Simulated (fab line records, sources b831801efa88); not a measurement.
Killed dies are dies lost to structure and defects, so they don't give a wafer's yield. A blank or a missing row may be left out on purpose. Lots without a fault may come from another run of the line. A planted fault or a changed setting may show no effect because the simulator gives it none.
Which tool did it? | flow sky130 | 9 lots, 27 wafers sampled, at 6 steps of a route of 708

WHAT THE GAUGES READ, wafer by wafer
SKY_VIA3_RS_MEAS_22: measures by four-point-probe. Usual: VIA3_W_RS 0.296 ohm/sq, standard deviation 0.0045.
lot  | measured     | on            | VIA3_W_RS (ohm/sq) | flag
L762 | day 40 13:10 | film_metro-03 | 0.290 0.300 0.290  |
L763 | day 41 03:04 | film_metro-02 | 0.289 0.301 0.292  |
L764 | day 41 04:47 | film_metro-02 | 0.303 0.291 0.305  |
L770 | day 43 00:08 | film_metro-03 | 0.298 0.290 0.302  |
L771 | day 43 03:28 | film_metro-04 | 0.293 0.297 0.295  |
L775 | day 44 08:11 | film_metro-04 | 0.305 0.291 0.304  |
L778 | day 46 07:20 | film_metro-02 | 0.295 0.298 0.295  |
L779 | day 46 08:41 | film_metro-04 | 0.297 0.295 0.300  |
L777 | day 46 11:08 | film_metro-04 | 0.294 0.294 0.294  |

SKY_VIA3_THK_MEAS_23: measures by xrf. Usual: VIA3_W_THK 383 nm, standard deviation 6.8.
lot  | measured     | on            | VIA3_W_THK (nm) | flag
L762 | day 40 13:17 | film_metro-03 | 393 381 391     |
L763 | day 41 03:10 | film_metro-02 | 394 379 391     |
L764 | day 41 04:55 | film_metro-02 | 375 394 376     |
L770 | day 43 00:15 | film_metro-03 | 377 390 372     |
L771 | day 43 03:35 | film_metro-04 | 383 378 380     |
L775 | day 44 08:17 | film_metro-04 | 369 387 369     |
L778 | day 46 07:26 | film_metro-02 | 386 385 388     |
L779 | day 46 08:48 | film_metro-04 | 378 381 376     |
L777 | day 46 11:15 | film_metro-04 | 384 382 384     |

SKY_CAP2M_RS_MEAS_03: measures by four-point-probe. Usual: CAP2M_TIN_RS 6.94 ohm/sq, standard deviation 0.08.
lot  | measured     | on            | CAP2M_TIN_RS (ohm/sq)             | flag
L762 | day 40 14:00 | film_metro-04 | 6.91 6.94 6.91                    |
L763 | day 41 03:53 | film_metro-02 | 6.99 6.99 6.91                    |
L764 | day 41 05:37 | film_metro-01 | 6.89 7.02 7.02                    |
L770 | day 43 00:58 | film_metro-01 | 7.05 13.11 12.64 7.06 13.11 12.62 | OFF
L771 | day 43 04:17 | film_metro-02 | 12.93 6.90 13.03 12.97 6.93 13.00 | OFF
L775 | day 44 09:00 | film_metro-04 | 6.85 6.77 6.88                    |
L778 | day 46 08:19 | film_metro-04 | 6.88 6.92 6.91                    |
L779 | day 46 09:30 | film_metro-04 | 7.08 6.88 6.95                    |
L777 | day 46 11:58 | film_metro-01 | 6.94 6.89 6.88                    |

SKY_CAP2M_THK_MEAS_04: measures by xrf. Usual: CAP2M_TIN_THK 198.5 nm, standard deviation 2.5.
lot  | measured     | on            | CAP2M_TIN_THK (nm)                  | flag
L762 | day 40 14:07 | film_metro-04 | 197.9 198.1 197.8                   |
L763 | day 41 04:00 | film_metro-02 | 198.8 198.9 201.0                   |
L764 | day 41 05:44 | film_metro-01 | 198.9 196.1 195.4                   |
L770 | day 43 04:45 | film_metro-01 | 196.7 107.6 111.1 195.8 107.4 111.2 | OFF
L771 | day 43 11:50 | film_metro-02 | 108.5 200.3 108.5 109.4 199.3 108.6 | OFF
L775 | day 44 09:07 | film_metro-04 | 201.3 203.0 199.7                   |
L778 | day 46 08:25 | film_metro-04 | 199.3 197.9 199.1                   |
L779 | day 46 09:37 | film_metro-04 | 193.4 199.3 195.9                   |
L777 | day 46 12:05 | film_metro-01 | 200.0 200.8 200.4                   |

WHICH TOOL RAN EACH LOT (tool, then ch and the chambers of the sampled wafers, then the start)
lot  | SKY_VIA3_SPUTTER_20          | SKY_CAP2M_SPUTTER_02
L762 | pvd_sputter-04, day 40 12:59 | pvd_sputter-03, day 40 13:53
L763 | pvd_sputter-03, day 41 02:52 | pvd_sputter-02, day 41 03:46
L764 | pvd_sputter-03, day 41 04:36 | pvd_sputter-03, day 41 05:30
L770 | pvd_sputter-03, day 42 23:56 | pvd_sputter-03, day 43 00:50
L771 | pvd_sputter-02, day 43 03:17 | pvd_sputter-03, day 43 04:11
L775 | pvd_sputter-02, day 44 07:58 | pvd_sputter-01, day 44 08:52
L778 | pvd_sputter-02, day 46 07:07 | pvd_sputter-02, day 46 08:10
L779 | pvd_sputter-04, day 46 08:29 | pvd_sputter-03, day 46 09:23
L777 | pvd_sputter-04, day 46 10:56 | pvd_sputter-02, day 46 11:50
- SKY_VIA3_SPUTTER_20: material TiN, target thk 20 nm, time 80 s.
- SKY_CAP2M_SPUTTER_02: material TiN, target thk 200 nm, time 166.7 s.

WHAT THE TOOLS THEMSELVES READ (means of the sampled wafers that have a number; where no wafer has one, the mark that the record gives instead)
SKY_VIA3_SPUTTER_20. Usual: cathode_dc_power_W 4000.0 W, standard deviation 0.68; chamber_pressure_pa 4.999 Pa, standard deviation 0.011; throttle_valve_pct 30.2 %, standard deviation 0.69.
lot  | tool           | cathode_dc_power_W (W) | chamber_pressure_pa (Pa) | throttle_valve_pct (%) | flag
L762 | pvd_sputter-04 | 4000.0                 | 4.999                    | 30.6                   |
L763 | pvd_sputter-03 | 4000.4                 | 5.002                    | 30.1                   |
L764 | pvd_sputter-03 | 3999.5                 | 5.006                    | 30.1                   |
L770 | pvd_sputter-03 | 3999.5                 | 5.006                    | 29.7                   |
L771 | pvd_sputter-02 | 3999.9                 | 4.990                    | 30.5                   |
L775 | pvd_sputter-02 | 3999.9                 | 4.994                    | 29.7                   |
L778 | pvd_sputter-02 | 4000.1                 | 4.991                    | 30.6                   |
L779 | pvd_sputter-04 | 4000.1                 | 4.992                    | 29.9                   |
L777 | pvd_sputter-04 | 4000.0                 | 5.004                    | 30.3                   |

SKY_CAP2M_SPUTTER_02. Usual: cathode_dc_power_W 6499.9 W, standard deviation 1.1; chamber_pressure_pa 0.4001 Pa, standard deviation 0.00081; throttle_valve_pct 30.2 %, standard deviation 0.75.
lot  | tool           | cathode_dc_power_W (W) | chamber_pressure_pa (Pa) | throttle_valve_pct (%) | flag
L762 | pvd_sputter-03 | 6499.3                 | 0.4004                   | 30.1                   |
L763 | pvd_sputter-02 | 6499.8                 | 0.3997                   | 31.2                   |
L764 | pvd_sputter-03 | 6500.5                 | 0.4000                   | 29.9                   |
L770 | pvd_sputter-03 | 6500.2                 | 0.4003                   | 30.1                   |
L771 | pvd_sputter-03 | 6500.2                 | 0.4011                   | 30.3                   |
L775 | pvd_sputter-01 | 6499.7                 | 0.3994                   | 30.3                   |
L778 | pvd_sputter-02 | 6499.4                 | 0.3996                   | 29.8                   |
L779 | pvd_sputter-03 | 6499.1                 | 0.4002                   | 30.0                   |
L777 | pvd_sputter-02 | 6500.9                 | 0.3990                   | 30.8                   |

THE ANSWER, worked out from the rows above alone
Rule: a lot is off if the mean of its wafers that have a number lies more than 3 standard deviations from the usual mean. A lot without any number at a reading at which 4 lots or more have one is off too. The other lots that the step has rows for count as sound. The gauges are gone through in route order, then the tools' own readings, and for those a lot's mean is taken as printed above. The first step at which some lot is off is used, and at that step the reading that is off furthest; a lot without a number counts as furthest.
Off: L770, L771, at SKY_CAP2M_RS_MEAS_03 (CAP2M_TIN_RS).
A tool fits if, at a process step before that reading, it ran every lot that is off, and no sound lot after the first of them. The gauges at SKY_CAP2M_RS_MEAS_03 are tried like those tools. None of those tried fits.

WHAT THE SIMULATOR HAD PUT IN
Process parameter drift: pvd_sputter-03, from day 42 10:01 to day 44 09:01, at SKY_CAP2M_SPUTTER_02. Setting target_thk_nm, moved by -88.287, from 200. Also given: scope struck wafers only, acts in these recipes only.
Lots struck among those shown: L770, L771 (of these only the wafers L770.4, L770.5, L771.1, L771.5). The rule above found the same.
